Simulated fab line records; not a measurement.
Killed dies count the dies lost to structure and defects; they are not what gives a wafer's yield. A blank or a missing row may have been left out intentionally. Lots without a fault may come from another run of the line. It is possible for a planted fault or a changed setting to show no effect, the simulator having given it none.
What tool caused it? -- flow sky130 -- 12 lots with 36 wafers sampled at 3 steps, on a route of 708 steps

## WHAT EACH GAUGE READ, for each wafer
SKY_VT_ADJUST_NCORE_OVL_MEAS_08. Usual: VT_ADJUST_NCORE_OVL typically reads -0.3 nm, with standard deviation 1.4.
lot,measured,on,VT_ADJUST_NCORE_OVL (nm),flag
L292,day 9 07:06,overlay-01,-1.3 0.3 0.0,
L294,day 9 17:15,overlay-02,0.4 -1.8 -2.1,
L296,day 10 13:53,overlay-01,0.2 -0.6 -0.1,
L298,day 10 23:32,overlay-02,0.0 -0.8 -0.5,
L299,day 11 06:32,overlay-01,-0.6 -1.8 -2.2,
L300,day 11 14:52,overlay-01,0.8 0.7 -1.0,
L301,day 11 19:26,overlay-02,0.3 1.2 2.8,
L302,day 12 02:34,overlay-01,-2.5 -1.1 -2.4,
L306,day 13 09:56,overlay-02,0.0 -1.3 0.1,
L307,day 13 15:39,overlay-01,-1.2 -1.7 -0.5,
L308,day 14 00:55,overlay-01,-1.2 0.2 0.5,
L313,day 15 14:52,overlay-01,-0.1 0.4 0.5,

SKY_LDD_HVN_TW_MEAS_10. Usual: LDD_HVN_TW typically reads 1439, with standard deviation 10.
lot,measured,on,LDD_HVN_TW,flag
L292,day 21 01:13,film-metro-03,1455 1453 1446,
L294,day 21 15:59,film-metro-03,1453 1439 1447,
L296,day 22 23:39,film-metro-03,1449 1443 1446,
L298,day 23 08:53,film-metro-02,1430 1435 1436,
L299,day 24 14:52,film-metro-02,1436 1440 1431,
L300,day 24 15:11,film-metro-03,1456 1446 1450,
L301,day 25 10:29,film-metro-04,1416 1416 1429,
L302,day 25 12:03,film-metro-03,1438 1432 1440,
L306,day 26 05:43,film-metro-03,1162 1162 1157,OFF
L307,day 27 03:04,film-metro-04,1154 1158 1146,OFF
L308,day 27 00:22,film-metro-04,1444 1434 1438,
L313,day 28 18:37,film-metro-02,1437 1428 1436,

## TOOL THAT RAN EACH LOT (tool first, then ch and the chambers of the sampled wafers, then the start)
lot,SKY_LDD_HVN_IMPLANT_08
L292,"implanter-04 ch 0, day 21 00:59"
L294,"implanter-02 ch 0, day 21 15:44"
L296,"implanter-04 ch 0, day 22 23:25"
L298,"implanter-01 ch 0, day 23 08:40"
L299,"implanter-01 ch 0, day 24 14:37"
L300,"implanter-01 ch 0, day 24 14:56"
L301,"implanter-04 ch 0, day 25 10:14"
L302,"implanter-04 ch 0, day 25 11:50"
L306,"implanter-04 ch 0, day 26 05:28"
L307,"implanter-04 ch 0, day 27 02:49"
L308,"implanter-01 ch 0, day 27 00:08"
L313,"implanter-02 ch 0, day 28 18:23"
- SKY_LDD_HVN_IMPLANT_08

## WHAT THE TOOLS THEMSELVES READ (means of the sampled wafers that have a number; where no wafer has one, the mark that the record gives instead)
SKY_LDD_HVN_IMPLANT_08. Usual: dose-ions-cm2 3e+13, standard deviation 3.4e+10; faraday-current-uA 169, standard deviation 3.5.
lot,tool,dose-ions-cm2,faraday-current-uA,flag
L292,implanter-04,3e+13,166,
L294,implanter-02,3e+13,170,
L296,implanter-04,3e+13,170,
L298,implanter-01,3e+13,169,
L299,implanter-01,3e+13,171,
L300,implanter-01,3e+13,171,
L301,implanter-04,3e+13,172,
L302,implanter-04,3e+13,169,
L306,implanter-04,1e+13,83,OFF
L307,implanter-04,1e+13,84,OFF
L308,implanter-01,3e+13,170,
L313,implanter-02,3e+13,169,

## THE ANSWER, worked out from the rows above alone
Rule: a lot is off if the mean of its wafers that have a number lies more than 3 standard deviations from the usual mean. A lot without any number at a reading at which 4 lots or more have one is off too. Where the step has rows for the other lots, those lots are counted as sound. First the gauges in route order, then the tools' own readings, where a lot's mean is used as printed above. The first step at which some lot is off is used, and at that step the reading that is off furthest; a lot without a number counts as furthest.
Off: L306, L307, at SKY_LDD_HVN_TW_MEAS_10 (LDD_HVN_TW).
If a tool, at a process step before that reading, ran all the lots that are off and no sound lot after the first of them, it fits. The gauges at SKY_LDD_HVN_TW_MEAS_10 aren't tried: what is off there is off at SKY_LDD_HVN_IMPLANT_08 too, on other tools, and a gauge's error can't cause that. One candidate fits, namely implanter-04 at SKY_LDD_HVN_IMPLANT_08. A fault onset in the window from L302 (day 25 11:50, its last sound lot) to L306 (day 26 05:28, its first lot off) fits.
The tool's own readings at SKY_LDD_HVN_IMPLANT_08 bear it out: on the lots that are off they differ by more than 5 times the standard deviation of the sound lots' means. dose-ions-cm2 reads 1e+13 there against 3e+13 on the sound lots; faraday-current-uA reads 84 there against 170 on the sound lots.

## WHAT THE SIMULATOR PUT IN
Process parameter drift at SKY_LDD_HVN_IMPLANT_08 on implanter-04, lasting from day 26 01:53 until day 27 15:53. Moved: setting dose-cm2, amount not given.
Struck lots among those shown: L306, L307. The rule given above showed the same thing.
